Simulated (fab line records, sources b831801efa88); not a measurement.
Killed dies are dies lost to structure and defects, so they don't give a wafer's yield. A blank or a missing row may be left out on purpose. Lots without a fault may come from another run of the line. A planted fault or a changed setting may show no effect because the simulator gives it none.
Which tool did it? | flow gf180mcu | 12 lots, 36 wafers sampled, at 2 steps of a route of 602

WHAT THE GAUGES READ, wafer by wafer
GF_V1_RS_MEAS_24: measures by four-point-probe.
lot  | measured     | on            | V1_W_RS (ohm/sq)
L573 | day 18 10:16 | film_metro-02 | 0.3281 0.3257 0.3261
L575 | day 19 05:44 | film_metro-02 | 0.3232 0.3257 0.3239
L577 | day 20 04:57 | film_metro-01 | 0.3212 0.3207 0.3203
L578 | day 20 09:44 | film_metro-02 | 0.3287 0.3255 0.3294
L579 | day 20 20:34 | film_metro-01 | 0.3298 0.3226 0.3293
L580 | day 21 10:02 | film_metro-04 | 0.3300 0.3266 0.3232
L583 | day 22 10:33 | film_metro-02 | 0.3296 0.3298 0.3350
L584 | day 22 18:59 | film_metro-01 | 0.3282 0.3283 0.3309
L585 | day 23 02:30 | film_metro-01 | 0.3266 0.3313 0.3294
L586 | day 23 18:34 | film_metro-01 | 0.3239 0.3221 0.3243
L588 | day 23 23:42 | film_metro-01 | 0.3230 0.3232 0.3245
L590 | day 24 21:23 | film_metro-02 | 0.3174 0.3195 0.3211

WHICH TOOL RAN EACH LOT (tool, then ch and the chambers of the sampled wafers, then the start)
lot  | GF_M1_SPUTTER_03
L573 | pvd_sputter-04, day 16 09:40
L575 | pvd_sputter-04, day 17 03:28
L577 | pvd_sputter-03, day 18 01:33
L578 | pvd_sputter-04, day 18 06:48
L579 | pvd_sputter-02, day 18 17:40
L580 | pvd_sputter-02, day 19 07:27
L583 | pvd_sputter-02, day 20 07:55
L584 | pvd_sputter-04, day 20 16:35
L585 | pvd_sputter-02, day 21 00:35
L586 | pvd_sputter-02, day 21 17:39
L588 | pvd_sputter-02, day 21 23:23
L590 | pvd_sputter-02, day 22 23:29
- GF_M1_SPUTTER_03: material Ti, target thk 10 nm, time 6.7 s.

WHAT THE TOOLS THEMSELVES READ (means of the sampled wafers that have a number; where no wafer has one, the mark that the record gives instead)
GF_M1_SPUTTER_03.
lot  | tool           | cathode_dc_power_W (W) | substrate_temp_c (C) | throttle_valve_pct (%)
L573 | pvd_sputter-04 | 2999.4                 | 300.06               | 30.5
L575 | pvd_sputter-04 | 3000.0                 | 299.93               | 30.1
L577 | pvd_sputter-03 | 2999.8                 | 300.11               | 29.9
L578 | pvd_sputter-04 | 2999.6                 | 300.11               | 30.1
L579 | pvd_sputter-02 | 2999.8                 | 300.04               | 29.7
L580 | pvd_sputter-02 | 3000.0                 | 300.02               | 29.8
L583 | pvd_sputter-02 | 2999.9                 | 300.01               | 29.2
L584 | pvd_sputter-04 | 3000.1                 | 300.00               | 30.3
L585 | pvd_sputter-02 | 3000.7                 | 299.88               | 30.8
L586 | pvd_sputter-02 | 3000.0                 | 300.07               | 29.7
L588 | pvd_sputter-02 | 3113.2                 | 300.06               | 29.7
L590 | pvd_sputter-02 | 3113.5                 | 300.15               | 29.8

THE ANSWER, worked out from the rows above alone
Rule: what is usual is taken from the lots themselves. Put in order of their means at a reading, lots are off if they are a third of the lots or fewer, leave a main group of 4 or more, and stand apart from it by a gap of 3 or more times the standard deviation of the main group's means; of several such gaps the widest counts. A main group whose means are all the same, to the digits that the tables above print for the reading, isn't used. A lot without any number at a reading at which 4 lots or more have one is off too. The other lots that the step has rows for count as sound. The gauges are gone through in route order, then the tools' own readings, and for those a lot's mean is taken as printed above. The first step at which some lot is off is used, and at that step the reading that is off furthest; a lot without a number counts as furthest.
Off: L588, L590, at GF_M1_SPUTTER_03 (cathode_dc_power_W). The main group: mean 2999.9 W, standard deviation 0.33.
A tool fits if, at that step or a process step before it, it ran every lot that is off, and no sound lot after the first of them. One fits: pvd_sputter-02 at GF_M1_SPUTTER_03. Its last sound lot is L586 (day 21 17:39), its first lot that is off L588 (day 21 23:23): a fault that began between those two fits.
The tool's own readings at GF_M1_SPUTTER_03 bear it out: on the lots that are off they differ by more than 5 times the standard deviation of the sound lots' means. cathode_dc_power_W reads 3113.3 W there against 2999.9 W on the sound lots.

WHAT THE SIMULATOR HAD PUT IN
Process parameter drift: pvd_sputter-02, from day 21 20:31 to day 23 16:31, at GF_M1_SPUTTER_03. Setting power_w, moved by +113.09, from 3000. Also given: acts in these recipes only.
Lots struck among those shown: L588, L590. The rule above found the same.
